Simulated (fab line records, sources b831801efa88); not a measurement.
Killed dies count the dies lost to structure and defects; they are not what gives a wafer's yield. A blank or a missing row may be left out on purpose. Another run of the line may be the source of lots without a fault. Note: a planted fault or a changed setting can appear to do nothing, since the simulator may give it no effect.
Which tool is to blame? -- flow gf180mcu -- 13 lots, 39 wafers sampled, at 3 steps of a route of 602

## WHAT THE GAUGES SHOWED, per wafer
GF_HV_LDD_OVL_MEAS_47.
lot,measured,on,HV_LDD_03_OVL (nm)
L399,day 12 08:19,overlay-01,-3.5 -2.1 -1.8
L401,day 12 23:40,overlay-02,-0.4 0.3 0.1
L402,day 13 04:02,overlay-02,-0.3 -2.3 -1.0
L403,day 13 14:13,overlay-02,-0.9 -0.5 -0.8
L405,day 14 09:16,overlay-02,1.0 2.6 -2.4
L409,day 16 00:31,overlay-01,259.4 256.7 258.8 259.1 256.5 258.6
L411,day 16 08:13,overlay-02,257.5 259.3 258.4 256.3 258.5 257.5
L412,day 16 15:56,overlay-01,-1.2 -2.8 -2.4
L415,day 17 15:37,overlay-02,-2.2 -2.5 -2.8
L416,day 17 21:19,overlay-01,-0.6 -1.2 -1.2
L418,day 18 19:43,overlay-01,-0.9 2.2 -1.5
L419,day 19 05:13,overlay-01,-1.2 0.4 -0.5
L421,day 19 22:52,overlay-01,-3.3 0.0 -1.6

GF_PSD_RS_MEAS_15: a four-point-probe measurement.
lot,measured,on,PSD_RS (ohm/sq)
L399,day 14 05:38,film_metro-01,108.32 107.95 108.39
L401,day 14 21:22,film_metro-04,108.67 108.37 108.83
L402,day 15 01:04,film_metro-01,108.66 108.63 108.67
L403,day 15 12:44,film_metro-04,108.94 108.82 108.60
L405,day 16 10:08,film_metro-02,108.84 108.23 108.39
L412,day 18 19:26,film_metro-01,108.49 108.28 108.36
L415,day 19 19:09,film_metro-04,108.19 108.33 108.42
L416,day 20 01:46,film_metro-02,108.51 108.53 108.73
L418,day 21 01:11,film_metro-02,108.94 108.87 108.89
L419,day 21 09:04,film_metro-01,108.18 108.28 107.69
L421,day 22 02:43,film_metro-01,108.41 108.38 108.44

## WHAT TOOL EACH LOT RAN ON (gives the tool, then ch and the chambers of the sampled wafers, and finally the start)
lot,GF_HV_LDD_EXPOSE_43
L399,"iline_stepper-01 ch 0, day 11 22:47"
L401,"iline_stepper-01 ch 0, day 12 13:32"
L402,"iline_stepper-01 ch 0, day 12 18:22"
L403,"iline_stepper-02 ch 0, day 13 04:37"
L405,"iline_stepper-02 ch 0, day 13 23:12"
L409,"iline_stepper-02 ch 0, day 15 13:44"
L411,"iline_stepper-02 ch 0, day 15 21:41"
L412,"iline_stepper-01 ch 0, day 16 05:09"
L415,"iline_stepper-01 ch 0, day 17 04:49"
L416,"iline_stepper-01 ch 0, day 17 10:05"
L418,"iline_stepper-01 ch 0, day 18 08:11"
L419,"iline_stepper-01 ch 0, day 18 16:46"
L421,"iline_stepper-01 ch 0, day 19 10:28"
- GF_HV_LDD_EXPOSE_43: exposes mask Pplus HV AREA, target cd 400 nm.

## WHAT THE TOOLS THEMSELVES READ (means of the sampled wafers that have a number; where no wafer has one, the mark that the record gives instead)
GF_HV_LDD_EXPOSE_43.
lot,tool,focus_offset_nm (nm),stage_vel_mm_s (mm/s)
L399,iline_stepper-01,0.2,500.26
L401,iline_stepper-01,-0.2,499.85
L402,iline_stepper-01,-0.5,499.88
L403,iline_stepper-02,-0.2,500.16
L405,iline_stepper-02,0.1,499.96
L409,iline_stepper-02,0.5,500.31
L411,iline_stepper-02,-0.3,499.77
L412,iline_stepper-01,-0.3,500.04
L415,iline_stepper-01,0.3,500.07
L416,iline_stepper-01,-0.7,500.48
L418,iline_stepper-01,0.0,500.00
L419,iline_stepper-01,-0.2,499.96
L421,iline_stepper-01,0.2,499.75

## THE ANSWER, worked out from the rows above alone
Rule: the usual values come from the lots themselves. The widest of any qualifying gaps counts: lots, ordered by their means at a reading, are off when they make up no more than a third of the lots, leave a main group of 4 or more, and stand apart from it by 3 or more times the standard deviation of that group's means. The tables above print the reading to a certain number of digits; a main group whose means all agree to those digits is not used. Also off: a lot with no number at a reading for which 4 or more lots have one. All remaining lots with rows at the step are treated as sound. First the gauges in route order, then the tools' own readings, where a lot's mean is used as printed above. At the first step where some lot is off, the reading lying furthest off is the one used; lots without a number count as furthest.
Off: L409, L411, seen at GF_HV_LDD_OVL_MEAS_47 (HV_LDD_03_OVL). Mean -1.1 nm and standard deviation 0.97 in the main group.
If a tool, at a process step before that reading, ran all the lots that are off and no sound lot after the first of them, it fits. Gauges at GF_HV_LDD_OVL_MEAS_47: tried the same way as those tools. One fits: GF_HV_LDD_EXPOSE_43 on iline_stepper-02. Its last sound lot is L405 (day 13 23:12), its first lot that is off L409 (day 15 13:44): a fault that began between those two fits.

## WHAT THE SIMULATOR PUT IN
Scanner matching overlay: iline_stepper-02, from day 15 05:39 on, at GF_HV_LDD_EXPOSE_43. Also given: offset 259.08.
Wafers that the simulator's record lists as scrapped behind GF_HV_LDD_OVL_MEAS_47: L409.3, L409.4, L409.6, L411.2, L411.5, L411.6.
Lots struck among those shown: L409, L411. Same finding as the rule above.
